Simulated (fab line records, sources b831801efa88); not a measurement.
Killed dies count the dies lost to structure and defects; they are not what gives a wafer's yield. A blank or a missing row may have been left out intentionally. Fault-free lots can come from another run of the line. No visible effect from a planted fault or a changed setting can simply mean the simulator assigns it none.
Which tool did it? :: flow gf180mcu :: at 1 step of a route of 602, 7 lots with 21 wafers sampled

== WHAT THE GAUGES READ, wafer by wafer ==
GF_HV_LDD_OVL_MEAS_47.
lot: L251
measured: day 12 15:02
on: overlay-01
HV_LDD_03_OVL (nm): -0.8 -0.3 0.3

lot: L253
measured: day 13 07:35
on: overlay-02
HV_LDD_03_OVL (nm): 2.5 0.9 1.4

lot: L256
measured: day 14 10:22
on: overlay-02
HV_LDD_03_OVL (nm): 1.6 2.6 2.2

lot: L257
measured: day 14 20:21
on: overlay-02
HV_LDD_03_OVL (nm): 0.6 -0.8 1.9

lot: L264
measured: day 17 04:51
on: overlay-01
HV_LDD_03_OVL (nm): 0.0 -1.6 -2.3

lot: L269
measured: day 19 05:46
on: overlay-02
HV_LDD_03_OVL (nm): 0.5 -0.1 0.3

lot: L273
measured: day 20 08:04
on: overlay-02
HV_LDD_03_OVL (nm): 0.2 0.2 -1.0

== TOOL THAT RAN EACH LOT (tool first, then ch and the chambers of the sampled wafers, then the start) ==
No process step before these readings appears in the record.

== THE ANSWER, worked out from the rows above alone ==
Rule: usual is defined by the lots themselves. Put in order of their means at a reading, lots are off if they are a third of the lots or fewer, leave a main group of 4 or more, and stand apart from it by a gap of 3 or more times the standard deviation of the main group's means; of several such gaps the widest counts. Not used: any main group whose means are identical at the precision the tables above print for the reading. Also off: a lot with no number at a reading for which 4 or more lots have one. Any other lot the step has rows for is counted as sound.
Across all readings shown, no lot is off: no conclusion can be drawn from this.

== WHAT WAS PUT IN BY THE SIMULATOR ==
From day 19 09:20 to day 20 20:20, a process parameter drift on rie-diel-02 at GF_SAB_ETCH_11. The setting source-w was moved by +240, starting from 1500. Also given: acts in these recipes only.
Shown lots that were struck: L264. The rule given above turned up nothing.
